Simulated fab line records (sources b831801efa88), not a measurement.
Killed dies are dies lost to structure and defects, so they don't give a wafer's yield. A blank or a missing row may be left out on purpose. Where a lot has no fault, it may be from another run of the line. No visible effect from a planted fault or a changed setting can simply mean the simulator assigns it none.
fab line records	flow sky130
record lots=5	wafers=15	last-day=49
route steps=708 shown LI_CONTACT@375 LOCAL_INTERCONNECT@387 PAD_OPEN@708
lots with no fault: from the same line, run without faults
start-h: start of the lot's first displayed wafer, in hours after the record's first day	wait-h: hours from the lot's prior step to this one	" unchanged from the row above	L1.1+2: one row covering several wafers at once	- value missing, or start not given	* or withheld: withheld	< > ~ a bound
route shown NAME@n: a module of which the file shows steps, and the number in the route of the first	usual: the fault-free wafers' mean and standard deviation	same: alike in all rows	chamber/n: place in a boat	sites: the reading at each site	_std_site: their standard deviation	_edge_site: mean of outer sites minus mean of inner sites	radius-mm: for every site, how far away it sits from the centre of the wafer	mask NAME#n: copy n	behind: the most recent tool/chamber to have shaped the wafer	hold: reason for holding the lot/hours on hold/outcome of the hold	device: the n, p or np transistor that did not switch	end of line: tests of these same wafers at the route's end	where a step has no rows: the recipe by itself	killed: count of dies lost to structure and defects at first sort (not the wafer's yield)	map: the dies of a wafer, with x for killed, . for not killed, _ for no die there
set.NAME: setting as actually run; set.NAME@STEP: the setting as run at that earlier step	model.NAME: the simulator's own value behind a step, which no gauge read
a table for each step, a row for each wafer; lots at some steps of the route
services: from which hour (start-h, from the record's first day; less than 0 if before it) a tool's chamber was out of use, for how many hours, and why
## steps
# step SKY_LI_CONTACT_OVL_MEAS_13
# usual LI_CONTACT_OVL=-1/5.7
lot.wafer	tool	chamber	start-h	wait-h	LI_CONTACT_OVL[nm]
L537.2	overlay-02	-	670.72	0.1	-7
L537.3	"	-	"	"	-8
L537.5	"	-	"	"	-3
L538.1	overlay-01	-	682.13	0.1	-3
L538.2	"	-	"	"	0
L538.4	"	-	"	"	-7
L547.1	overlay-01	-	754.63	0.1	2
L547.5	"	-	"	"	0
L547.6	"	-	"	"	1
L553.1	overlay-02	-	799.44	0.1	-1
L553.2	"	-	"	"	-3
L553.3	"	-	"	"	-5
L557.3	overlay-01	-	826.25	0.1	-11
L557.4	"	-	"	"	-8
L557.6	"	-	"	"	-8
# step SKY_LI_CONTACT_ETCH_14
# recipe chemistry=N2/H2	target=BARC	ion-energy-ev=200	source-w=500	bias-w=100	pressure-mtorr=30	n2-flow-sccm=100	h2-flow-sccm=200	stop-on=SiO2	time-s=45.9	target-depth-a=600
# step SKY_LI_CONTACT_ETCH_15
# recipe target=PSG	chemistry=C4F8/O2/Ar	stop-on=Si	taper-deg=4.15	mask-material=KrF-thick	source-w=1500	bias-w=1200	pressure-mtorr=40	c4f8-flow-sccm=withheld	O2_flow_sccm=6	Ar_flow_sccm=300	time-s=withheld	target-depth-a=6000
# usual oes-product-au=0.837/0.0043
lot.wafer	tool	chamber	start-h	wait-h	oes-product-au
L537.2	rie-diel-04	3	670.79	0.0	0.842
L537.3	"	0	"	"	0.835
L537.5	"	1	"	"	0.833
L538.1	rie-diel-04	2	682.21	0.0	0.839
L538.2	"	0	"	"	0.830
L538.4	"	1	"	"	0.836
L547.1	rie-diel-01	3	754.71	0.0	0.827
L547.5	"	1	"	"	0.832
L547.6	"	0	"	"	0.839
L553.1	rie-diel-01	1	799.52	0.0	0.840
L553.2	"	3	"	"	0.837
L553.3	"	0	"	"	0.839
L557.3	rie-diel-01	0	826.31	0.0	0.835
L557.4	"	2	"	"	0.839
L557.6	"	2	"	"	0.833
# step SKY_LI_CONTACT_STRIP_16
# recipe chemistry=O2/N2	power-w=1400	pressure-mtorr=1500	platen-temp-c=withheld	o2-flow-sccm=3000	n2-flow-sccm=300	overash-fraction=0.5
# step SKY_LI_CONTACT_CLEAN_17
# recipe chemistry=NMP	time-s=600	temp-c=60	dry=n2-spin
# step SKY_LI_CONTACT_PRE_CLEAN_18
# recipe gas=Ar	time-s=5.6	bias-v=358
# step SKY_LI_CONTACT_SPUTTER_19
# recipe material=Ti	target-thk-nm=20	chamber-pressure-pa=5	power-w=2500	substrate-temp-c=200	time-s=106.37
# usual chamber-pressure-pa=4.998/0.0097	throttle-valve-pct=30.1/1
lot.wafer	tool	chamber	start-h	wait-h	chamber-pressure-pa	throttle-valve-pct
L537.2	pvd-sputter-03	-	671.17	0.0	4.981	29.2
L537.3	"	-	"	"	4.977	28.1
L537.5	"	-	"	"	4.988	29.7
L538.1	pvd-sputter-04	-	682.59	0.0	4.989	30.1
L538.2	"	-	"	"	4.978	30.1
L538.4	"	-	"	"	4.999	30.7
L547.1	pvd-sputter-01	-	755.09	0.0	4.985	29.9
L547.5	"	-	"	"	5.002	29.7
L547.6	"	-	"	"	4.987	30.3
L553.1	pvd-sputter-04	-	799.90	0.0	4.992	31.8
L553.2	"	-	"	"	5.012	30.1
L553.3	"	-	"	"	4.998	30.5
L557.3	pvd-sputter-04	-	826.69	0.0	4.991	32.0
L557.4	"	-	"	"	5.009	31.1
L557.6	"	-	"	"	5.004	29.9
# step SKY_LI_CONTACT_SPUTTER_20
# recipe material=TiN	target-thk-nm=20	chamber-pressure-pa=5	power-w=4000	time-s=80
# usual chamber-pressure-pa=5.000/0.011	throttle-valve-pct=30.1/1
lot.wafer	tool	chamber	start-h	wait-h	chamber-pressure-pa	throttle-valve-pct
L537.2	pvd-sputter-03	-	671.25	0.0	5.009	29.0
L537.3	"	-	"	"	5.017	28.3
L537.5	"	-	"	"	5.011	29.7
L538.1	pvd-sputter-04	-	682.66	0.0	4.987	30.0
L538.2	"	-	"	"	4.997	29.9
L538.4	"	-	"	"	4.998	30.6
L547.1	pvd-sputter-01	-	755.17	0.0	5.008	30.1
L547.5	"	-	"	"	4.998	29.8
L547.6	"	-	"	"	5.005	30.3
L553.1	pvd-sputter-04	-	799.98	0.0	5.014	32.0
L553.2	"	-	"	"	4.998	30.1
L553.3	"	-	"	"	4.996	30.8
L557.3	pvd-sputter-04	-	826.77	0.0	4.992	32.0
L557.4	"	-	"	"	4.983	30.8
L557.6	"	-	"	"	4.992	30.1
# step SKY_LI_CONTACT_CVD_21
# recipe material=W	target-thk-nm=400	time-s=120.56	temp-c=400	pressure-torr=40
# usual heater-power-w=832/50
lot.wafer	tool	chamber	start-h	wait-h	heater-power-w
L537.2	cvd-w-02	1	671.31	0.0	810
L537.3	"	1	"	"	858
L537.5	"	1	"	"	830
L538.1	cvd-w-01	1	682.73	0.0	880
L538.2	"	1	"	"	874
L538.4	"	1	"	"	903
L547.1	cvd-w-01	0	755.23	0.0	751
L547.5	"	1	"	"	893
L547.6	"	0	"	"	735
L553.1	cvd-w-02	0	800.04	0.0	806
L553.2	"	1	"	"	847
L553.3	"	0	"	"	829
L557.3	cvd-w-01	1	826.87	0.1	887
L557.4	"	0	"	"	757
L557.6	"	1	"	"	883
# step SKY_LI_CONTACT_RS_MEAS_22
# recipe thk-meas-gauge=four-point-probe	reads=W_of_LI_CONTACT_CVD_21+TiN_of_LI_CONTACT_SPUTTER_20+Ti_of_LI_CONTACT_SPUTTER_19
# usual LI_CONTACT_W_RS=0.286/0.0031
lot.wafer	tool	chamber	start-h	wait-h	LI_CONTACT_W_RS[ohm/sq]
L537.2	film-metro-04	-	671.45	0.1	0.286
L537.3	"	-	"	"	0.284
L537.5	"	-	"	"	0.281
L538.1	film-metro-03	-	682.98	0.2	0.285
L538.2	"	-	"	"	0.282
L538.4	"	-	"	"	0.284
L547.1	film-metro-04	-	755.35	0.1	0.285
L547.5	"	-	"	"	0.281
L547.6	"	-	"	"	0.287
L553.1	film-metro-03	-	800.16	0.1	0.287
L553.2	"	-	"	"	0.288
L553.3	"	-	"	"	0.286
L557.3	film-metro-03	-	827.00	0.1	0.285
L557.4	"	-	"	"	0.287
L557.6	"	-	"	"	0.288
# step SKY_LI_CONTACT_THK_MEAS_23
# recipe thk-meas-gauge=xrf	reads=W_of_LI_CONTACT_CVD_21
# usual LI_CONTACT_W_THK=390/5.9
lot.wafer	tool	chamber	start-h	wait-h	LI_CONTACT_W_THK[nm]
L537.2	film-metro-04	-	671.56	0.1	388
L537.3	"	-	"	"	388
L537.5	"	-	"	"	393
L538.1	film-metro-03	-	683.10	0.1	400
L538.2	"	-	"	"	402
L538.4	"	-	"	"	403
L547.1	film-metro-04	-	755.47	0.1	390
L547.5	"	-	"	"	395
L547.6	"	-	"	"	389
L553.1	film-metro-03	-	800.28	0.1	389
L553.2	"	-	"	"	387
L553.3	"	-	"	"	392
L557.3	film-metro-03	-	827.10	0.1	398
L557.4	"	-	"	"	396
L557.6	"	-	"	"	394
# step SKY_LI_CONTACT_CMP_24
# recipe stop-on=PSG	t-overpolish-s=20	down-force-psi=3.5	platen-rpm=60	target-thk-nm=0	pad-velocity-m-s=0.94248
# step SKY_LOCAL_INTERCONNECT_SPUTTER_00
# recipe material=TiN	target-thk-nm=100	temp-c=300	power-w=6500	time-s=83.3	chamber-pressure-pa=0.4
# usual chamber-pressure-pa=0.4000/0.00095	throttle-valve-pct=30.0/0.96
lot.wafer	tool	chamber	start-h	wait-h	chamber-pressure-pa	throttle-valve-pct	model.TiN_of_LOCAL_INTERCONNECT_SPUTTER_00.thk-nm
L537.2	pvd-sputter-02	-	671.91	0.1	0.4008	29.4	99.61
L537.3	"	-	"	"	0.3982	32.0	99.15
L537.5	"	-	"	"	0.3993	31.9	98.45
L538.1	pvd-sputter-03	-	683.46	0.1	0.3986	30.0	100
L538.2	"	-	"	"	0.3998	28.9	99.23
L538.4	"	-	"	"	0.3992	28.4	99.27
L547.1	pvd-sputter-03	-	755.83	0.2	0.3998	29.7	111.6
L547.5	"	-	"	"	0.4005	29.7	100.2
L547.6	"	-	"	"	0.3999	30.0	112.1
L553.1	pvd-sputter-02	-	800.64	0.1	0.3994	32.0	102.1
L553.2	"	-	"	"	0.3998	29.8	99.97
L553.3	"	-	"	"	0.4019	29.4	102.5
L557.3	pvd-sputter-01	-	827.44	0.2	0.4013	31.5	99.57
L557.4	"	-	"	"	0.4012	30.1	100.3
L557.6	"	-	"	"	0.4010	30.4	100
# step SKY_LOCAL_INTERCONNECT_RS_MEAS_01
# recipe thk-meas-gauge=four-point-probe	reads=TiN_of_LOCAL_INTERCONNECT_SPUTTER_00
# usual LOCAL_INTERCONNECT_TIN_RS=14.15/0.15
lot.wafer	tool	chamber	start-h	wait-h	LOCAL_INTERCONNECT_TIN_RS[ohm/sq]
L537.2	film-metro-01	-	672.00	0.1	14.22
L537.3	"	-	"	"	14.26
L537.5	"	-	"	"	14.37
L538.1	film-metro-02	-	683.52	0.0	14.12
L538.2	"	-	"	"	14.25
L538.4	"	-	"	"	14.26
L547.1	film-metro-03	-	755.89	0.0	12.60
L547.5	"	-	"	"	14.13
L547.6	"	-	"	"	12.55
L553.1	film-metro-01	-	800.71	0.0	13.88
L553.2	"	-	"	"	14.15
L553.3	"	-	"	"	13.78
L557.3	film-metro-03	-	827.54	0.1	14.26
L557.4	"	-	"	"	14.11
L557.6	"	-	"	"	14.16
# step SKY_LOCAL_INTERCONNECT_THK_MEAS_02
# recipe thk-meas-gauge=xrf	reads=TiN_of_LOCAL_INTERCONNECT_SPUTTER_00
# usual LOCAL_INTERCONNECT_TIN_THK=101.6/1.1
lot.wafer	tool	chamber	start-h	wait-h	LOCAL_INTERCONNECT_TIN_THK[nm]
L537.2	film-metro-01	-	672.11	0.1	101.4
L537.3	"	-	"	"	101.2
L537.5	"	-	"	"	100.0
L538.1	film-metro-02	-	683.64	0.1	101.5
L538.2	"	-	"	"	100.6
L538.4	"	-	"	"	100.7
L547.1	film-metro-03	-	756.01	0.1	113.0
L547.5	"	-	"	"	101.6
L547.6	"	-	"	"	113.9
L553.1	film-metro-01	-	800.83	0.1	103.2
L553.2	"	-	"	"	101.6
L553.3	"	-	"	"	104.2
L557.3	film-metro-03	-	827.64	0.1	101.9
L557.4	"	-	"	"	102.2
L557.6	"	-	"	"	102.5
# step SKY_LOCAL_INTERCONNECT_DEHYDRATE_03
# recipe temp-c=200	time-s=60
# step SKY_LOCAL_INTERCONNECT_HMDS_04
# recipe prime-time-s=60	prime-temp-c=120
# step SKY_LOCAL_INTERCONNECT_COAT_05
# recipe resist=BARC	temp-c=withheld	time-s=withheld	spin-rpm=3000	resist-thk-nm=60
# step SKY_LOCAL_INTERCONNECT_COAT_06
# recipe resist=KrF-thick	spin-rpm=3000	resist-thk-nm=450
# step SKY_LOCAL_INTERCONNECT_SOFTBAKE_07
# recipe temp-c=100	time-s=90	resist=KrF-thick
# step SKY_LOCAL_INTERCONNECT_EXPOSE_08
# recipe mask-id=LI1M	na=0.8	source-shape=annular	sigma-inner=0.55	sigma-outer=0.85	target-cd-nm=170	dose-mj=28
# step SKY_LOCAL_INTERCONNECT_PEB_09
# recipe peb-temp-c=withheld	peb-time-s=withheld	resist=KrF-thick
# step SKY_LOCAL_INTERCONNECT_DEVELOP_10
# recipe develop-time-s=60	resist=KrF-thick	dev-temp-c=21
# step SKY_LOCAL_INTERCONNECT_CD_MEAS_11
# recipe target-cd-nm=170
# usual cd-nm=169.8/1.6
lot.wafer	tool	chamber	start-h	wait-h	cd-nm
L537.2	cd-sem-01	-	700.18	-	172.2
L537.3	"	-	"	"	172.8
L537.5	"	-	"	"	173.7
L538.1	cd-sem-01	-	711.38	-	166.6
L538.2	"	-	"	"	166.4
L538.4	"	-	"	"	165.6
L547.1	cd-sem-02	-	782.28	-	172.3
L547.5	"	-	"	"	170.8
L547.6	"	-	"	"	172.7
L553.1	cd-sem-01	-	827.83	-	169.9
L553.2	"	-	"	"	170.8
L553.3	"	-	"	"	170.3
L557.3	cd-sem-01	-	854.22	-	170.6
L557.4	"	-	"	"	169.4
L557.6	"	-	"	"	169.5
# step SKY_LOCAL_INTERCONNECT_OVL_MEAS_12
# usual LOCAL_INTERCONNECT_OVL=0/5.8
lot.wafer	tool	chamber	start-h	wait-h	LOCAL_INTERCONNECT_OVL[nm]
L537.2	overlay-01	-	700.29	0.1	-6
L537.3	"	-	"	"	1
L537.5	"	-	"	"	-1
L538.1	overlay-02	-	711.50	0.1	-2
L538.2	"	-	"	"	-1
L538.4	"	-	"	"	-2
L547.1	overlay-02	-	782.40	0.1	6
L547.5	"	-	"	"	2
L547.6	"	-	"	"	6
L553.1	overlay-01	-	827.95	0.1	7
L553.2	"	-	"	"	0
L553.3	"	-	"	"	-2
L557.3	overlay-02	-	854.32	0.1	7
L557.4	"	-	"	"	2
L557.6	"	-	"	"	0
# step SKY_LOCAL_INTERCONNECT_ETCH_13
# recipe chemistry=N2/H2	target=BARC	ion-energy-ev=200	bias-w=100	pressure-mtorr=30	n2-flow-sccm=100	h2-flow-sccm=200	icp-w=500	stop-on=SiO2	time-s=45.9	target-depth-a=600
# step SKY_LOCAL_INTERCONNECT_METAL_ETCH_14
# recipe target-depth-nm=110	stop-on=PSG	chemistry=Cl2/BCl3	target=TiN	resist-sidewall-deg=88	pressure-mtorr=10	icp-w=900	bias-w=48.5	Cl2_flow_sccm=60	bcl3-flow-sccm=30	time-s=31.4
# usual drypump-motor-current-A=5.53/0.21	oes-product-au=0.940/0.0074	throttle-valve-pct=21.902/0.0097
lot.wafer	tool	chamber	start-h	wait-h	drypump-motor-current-A	oes-product-au	rf-hours-counter-h	throttle-valve-pct
L537.2	rie-metal-04	0	700.38	0.0	5.75	0.939	17	21.904
L537.3	"	1	"	"	5.41	0.934	-	21.908
L537.5	"	0	"	"	5.75	0.938	-	21.910
L538.1	rie-metal-04	0	711.60	0.0	5.74	0.931	18	21.909
L538.2	"	1	"	"	5.42	0.925	14	21.908
L538.4	"	0	"	"	5.75	0.935	-	21.900
L547.1	rie-metal-02	1	782.50	0.0	5.57	1.000	1	21.870
L547.5	"	1	"	"	5.58	0.943	-	21.892
L547.6	"	0	"	"	5.15	0.997	-	21.872
L553.1	rie-metal-01	1	828.05	0.0	5.78	0.950	12	21.890
L553.2	"	0	"	"	5.51	0.946	7	21.895
L553.3	"	0	"	"	5.52	0.952	-	21.888
L557.3	rie-metal-04	0	854.42	0.0	5.74	0.942	-	21.918
L557.4	"	1	"	"	5.41	0.939	-	21.890
L557.6	"	0	"	"	5.76	0.948	-	21.896
# step SKY_LOCAL_INTERCONNECT_STRIP_15
# recipe chemistry=O2/N2	power-w=1400	pressure-mtorr=1500	platen-temp-c=withheld	o2-flow-sccm=3000	n2-flow-sccm=300	overash-fraction=0.5
# usual drypump-motor-current-A=5.7/0.37	oes-product-au=0.427/0.004	strip-time-to-endpoint-s=4.732/0.02
lot.wafer	tool	chamber	start-h	wait-h	drypump-motor-current-A	oes-product-au	rf-hours-counter-h	strip-time-to-endpoint-s
L537.2	plasma-asher-04	1	700.43	0.0	5.9	0.427	98	4.722
L537.3	"	1	"	"	5.9	0.430	-	4.708
L537.5	"	1	"	"	5.9	0.425	-	4.748
L538.1	plasma-asher-02	0	711.65	0.0	6.0	0.426	88	4.731
L538.2	"	1	"	"	5.6	0.423	88	4.706
L538.4	"	0	"	"	6.0	0.430	-	4.708
L547.1	plasma-asher-04	1	782.55	0.0	5.9	0.425	4	4.738
L547.5	"	1	"	"	5.8	0.429	-	4.725
L547.6	"	0	"	"	4.8	0.429	-	4.719
L553.1	plasma-asher-03	0	828.11	0.0	6.0	0.426	38	4.711
L553.2	"	1	"	"	5.6	0.430	38	4.700
L553.3	"	0	"	"	6.0	0.427	-	4.720
L557.3	plasma-asher-04	0	854.49	0.1	4.8	0.428	-	4.749
L557.4	"	1	"	"	5.9	0.424	-	4.692
L557.6	"	1	"	"	5.9	0.426	-	4.736
# step SKY_LOCAL_INTERCONNECT_STRIP_16
# recipe chemistry=post-etch-residue-remover	time-s=1200	temp-c=72.5
lot.wafer	tool	chamber	start-h	wait-h	model.TiN_of_LOCAL_INTERCONNECT_SPUTTER_00.thk-nm
L537.2	wet-bench-03	3	700.53	0.1	99.19
L537.3	"	3	"	"	98.73
L537.5	"	3	"	"	98.03
L538.1	wet-bench-02	3	711.75	0.1	99.62
L538.2	"	3	"	"	98.82
L538.4	"	3	"	"	98.86
L547.1	wet-bench-02	3	782.65	0.1	111.2
L547.5	"	3	"	"	99.79
L547.6	"	3	"	"	111.7
L553.1	wet-bench-04	1	828.21	0.1	101.6
L553.2	"	1	"	"	99.55
L553.3	"	1	"	"	102
L557.3	wet-bench-02	0	854.56	0.0	99.15
L557.4	"	0	"	"	99.93
L557.6	"	0	"	"	99.58
# step SKY_LOCAL_INTERCONNECT_CLEAN_17
# recipe chemistry=IPA	time-s=180	temp-c=25
# step SKY_PAD_OPEN_PROBE_99
# usual killed_at_M0_to_M3=43/6.4	killed_at_M4_up=2.8/1.7	killed-at-contacts=24/5.5	killed-at-front-end=15/4	killed-at-other=0.3/0.54	killed-dies=86/9.1	killed-open=47/6.6	killed-short=39/6.2
# same gross-dies=492	killed-at-back-side=0
lot.wafer	tool	chamber	start-h	wait-h	killed_at_M0_to_M3	killed_at_M4_up	killed-at-contacts	killed-at-front-end	killed-at-other	killed-dies	killed-open	killed-short	model.etest.res-li.line-ohm-um	model.etest.li-comb.leak-log10-a-um	model.etest.res-li.rs-ohm-sq
L537.2	prober-01	-	1070.68	0.1	37	1	26	21	0	85	43	42	75.73	-12.59	12.78
L537.3	prober-01	-	1070.73	0.2	43	4	25	15	0	87	44	43	75.7	-12.63	12.93
L537.5	prober-01	-	1070.83	0.2	37	2	24	13	0	76	44	32	75.54	-12.47	12.98
L538.1	prober-02	-	1081.55	0.1	47	3	30	11	0	91	57	34	77.9	-12.43	12.81
L538.2	prober-02	-	1081.60	0.1	49	2	30	16	0	97	52	45	77.43	-12.48	12.92
L538.4	prober-02	-	1081.70	0.2	45	3	26	17	0	91	43	48	78.18	-12.39	12.91
L547.1	prober-02	-	1133.97	0.1	56	2	25	18	0	101	58	43	65.94	-10.61	11.43
L547.5	prober-02	-	1134.17	0.2	52	2	29	11	0	94	58	36	73.49	-12.54	12.86
L547.6	prober-02	-	1134.22	0.2	48	1	33	9	1	92	50	42	65.41	-11.28	11.4
L553.1	prober-02	-	1165.74	0.1	46	5	25	12	0	88	45	43	74.18	-12.43	12.53
L553.2	prober-02	-	1165.79	0.1	49	3	26	11	1	90	44	46	74.37	-12.39	12.76
L553.3	prober-02	-	1165.84	0.2	38	2	18	13	0	71	40	31	73.06	-12.46	12.5
L557.3	prober-02	-	1183.49	0.2	47	1	24	20	3	95	42	53	75.17	-12.31	12.91
L557.4	prober-02	-	1183.54	0.2	43	5	28	12	0	88	50	38	75.85	-12.65	12.74
L557.6	prober-02	-	1183.64	0.2	58	2	15	17	0	92	47	45	76.04	-12.49	12.76
# killed by level:class
L537.2 CONTACT:geometric-particle:open=10 VIA1:geometric-particle:open=9 METAL2:geometric-particle:short=7 FIELD_ISO:geometric-particle:short=6 LOCAL_INTERCONNECT:geometric-particle:short=6 VIA3:geometric-particle:open=6 SPACER:geometric-particle:open=4 LI_CONTACT:geometric-particle:open=4
L537.3 VIA2:geometric-particle:open=10 CONTACT:geometric-particle:open=10 METAL2:geometric-particle:short=8 LI_CONTACT:geometric-particle:open=6 VIA3:geometric-particle:open=5 FIELD_ISO:geometric-particle:short=4 LOCAL_INTERCONNECT:geometric-particle:short=4 CONTACT:geometric-particle:short=4
L537.5 LI_CONTACT:geometric-particle:open=10 VIA2:geometric-particle:open=9 VIA1:geometric-particle:short=7 VIA1:geometric-particle:open=7 CONTACT:geometric-particle:open=6 CONTACT:geometric-particle:short=5 VIA3:geometric-particle:open=4 METAL2:geometric-particle:short=4
L538.1 LI_CONTACT:geometric-particle:open=12 CONTACT:geometric-particle:open=11 VIA3:geometric-particle:open=10 VIA1:geometric-particle:short=8 VIA1:geometric-particle:open=7 METAL1:geometric-particle:short=5 VIA2:geometric-particle:open=4 CONTACT:geometric-particle:short=4
L538.2 CONTACT:geometric-particle:open=10 VIA2:geometric-particle:open=8 VIA1:geometric-particle:open=7 VIA3:geometric-particle:open=7 LI_CONTACT:geometric-particle:open=6 METAL1:geometric-particle:short=6 VIA3:geometric-particle:short=6 LOCAL_INTERCONNECT:geometric-particle:short=5
L538.4 CONTACT:geometric-particle:open=10 VIA1:geometric-particle:open=9 VIA3:geometric-particle:open=7 CONTACT:geometric-particle:short=6 FIELD_ISO:geometric-particle:short=5 POLY_GATE:geometric-particle:short=5 METAL1:geometric-particle:short=5 VIA1:geometric-particle:short=5
L547.1 VIA3:geometric-particle:open=11 VIA1:geometric-particle:open=9 CONTACT:geometric-particle:open=8 FIELD_ISO:geometric-particle:open=7 VIA2:geometric-particle:open=6 POLY_GATE:geometric-particle:open=6 LI_CONTACT:geometric-particle:open=6 CONTACT:geometric-particle:short=6
L547.5 VIA1:geometric-particle:open=15 CONTACT:geometric-particle:open=11 LI_CONTACT:geometric-particle:open=8 VIA1:geometric-particle:short=6 VIA3:geometric-particle:open=5 METAL1:geometric-particle:short=5 LI_CONTACT:geometric-particle:short=4 METAL2:geometric-particle:short=4
L547.6 CONTACT:geometric-particle:open=10 VIA1:geometric-particle:open=9 CONTACT:geometric-particle:short=7 VIA2:geometric-particle:open=7 VIA3:geometric-particle:open=6 LI_CONTACT:geometric-particle:open=6 VIA1:geometric-particle:short=6 LOCAL_INTERCONNECT:geometric-particle:short=5
L553.1 CONTACT:geometric-particle:open=8 VIA1:geometric-particle:open=8 VIA3:geometric-particle:open=8 VIA1:geometric-particle:short=7 VIA2:geometric-particle:open=6 CONTACT:geometric-particle:short=6 METAL1:geometric-particle:short=5 FIELD_ISO:geometric-particle:short=4
L553.2 CONTACT:geometric-particle:open=13 VIA1:geometric-particle:short=11 METAL2:geometric-particle:short=10 VIA3:geometric-particle:open=6 LI_CONTACT:geometric-particle:open=5 VIA2:geometric-particle:open=5 VIA1:geometric-particle:open=5 CONTACT:geometric-particle:short=4
L553.3 LI_CONTACT:geometric-particle:open=9 METAL2:geometric-particle:short=8 VIA1:geometric-particle:open=8 CONTACT:geometric-particle:open=5 METAL2:geometric-particle:open=4 FIELD_ISO:geometric-particle:open=4 METAL1:geometric-particle:short=4 VIA2:geometric-particle:open=4
L557.3 VIA1:geometric-particle:open=10 METAL2:geometric-particle:short=8 FIELD_ISO:geometric-particle:short=7 FIELD_ISO:geometric-particle:open=7 LI_CONTACT:geometric-particle:open=7 METAL3:geometric-particle:short=6 VIA2:geometric-particle:short=5 LI_CONTACT:geometric-particle:short=4
L557.4 VIA1:geometric-particle:open=13 LI_CONTACT:geometric-particle:open=12 CONTACT:geometric-particle:open=7 VIA1:geometric-particle:short=6 METAL2:geometric-particle:short=6 VIA2:geometric-particle:open=6 LOCAL_INTERCONNECT:geometric-particle:short=5 METAL1:geometric-particle:short=4
L557.6 VIA1:geometric-particle:open=18 VIA2:geometric-particle:short=7 VIA2:geometric-particle:open=7 VIA3:geometric-particle:short=7 LI_CONTACT:geometric-particle:short=6 VIA3:geometric-particle:open=6 FIELD_ISO:geometric-particle:short=4 POLY_GATE:geometric-particle:short=4
## services
tool	chamber	start-h	hours	kind
cvd-w-02	-	655.12	3.8	pm
plasma-asher-03	-	658.24	15.6	pm
rie-metal-01	-	660.96	77.1	repair
rie-diel-04	2	664.35	6.6	repair
pvd-sputter-04	-	668.62	3.5	repair
cvd-w-01	0	671.36	14.1	repair
wet-bench-04	-	673.73	4.4	pm
plasma-asher-02	-	679.39	0.5	repair
pvd-sputter-01	-	684.92	11.4	repair
pvd-sputter-04	-	685.52	3.8	repair
rie-diel-01	1	694.38	3.8	repair
pvd-sputter-04	-	698.36	1.0	repair
cvd-w-02	1	716.27	58.0	repair
rie-diel-01	1	725.57	6.5	repair
cvd-w-01	1	730.77	5.7	repair
plasma-asher-04	-	733.75	9.0	pm
rie-metal-04	0	739.86	11.3	repair
rie-diel-01	3	760.04	3.0	repair
pvd-sputter-02	-	770.12	0.5	repair
pvd-sputter-03	-	781.00	3.0	repair
cvd-w-01	0	808.64	6.7	repair
rie-diel-01	-	810.39	0.5	repair
plasma-asher-04	-	810.80	2.8	pm
rie-diel-01	2	843.48	1.4	repair
## key
first-sign step=SKY_LOCAL_INTERCONNECT_RS_MEAS_01	reading=LOCAL_INTERCONNECT_TIN_RS	direction=down	sigmas=10	usual=14.15	struck=12.58
effect step=SKY_LOCAL_INTERCONNECT_THK_MEAS_02	reading=LOCAL_INTERCONNECT_TIN_THK	direction=up	sigmas=11	usual=101.6	struck=113.5
effect step=SKY_LOCAL_INTERCONNECT_METAL_ETCH_14	reading=oes-product-au	direction=up	sigmas=7.9	usual=0.940	struck=0.999
model-effect step=SKY_LOCAL_INTERCONNECT_SPUTTER_00	value=TiN_of_LOCAL_INTERCONNECT_SPUTTER_00.thk-nm	without=100.2	struck=111.9
model-effect step=SKY_LOCAL_INTERCONNECT_STRIP_16	value=TiN_of_LOCAL_INTERCONNECT_SPUTTER_00.thk-nm	without=99.79	struck=111.5
model-effect step=SKY_PAD_OPEN_PROBE_99	value=etest.res-li.line-ohm-um	without=73.33	struck=65.68
met-at SKY_LOCAL_INTERCONNECT_SPUTTER_00
struck-wafers L547.1,L547.6
tester-left-out L547
onset-between 683.46 755.83
fault kind=process-parameter-drift	tool=pvd-sputter-03	chamber=-	onset-h=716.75	steps=SKY_LOCAL_INTERCONNECT_SPUTTER_00	channel=target-thk-nm	offset=11.681	shape=step	end-h=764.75	acts-in=these-recipes-only	stated=100	scope=struck-wafers-only
# tester-left-out: of these lots the tester's yield and bins aren't shown, on N5 and GAA mostly nor the transistor test; their killed dies are dies lost to structure and defects alone, not to doping, threshold or leakage, so they don't give the yield
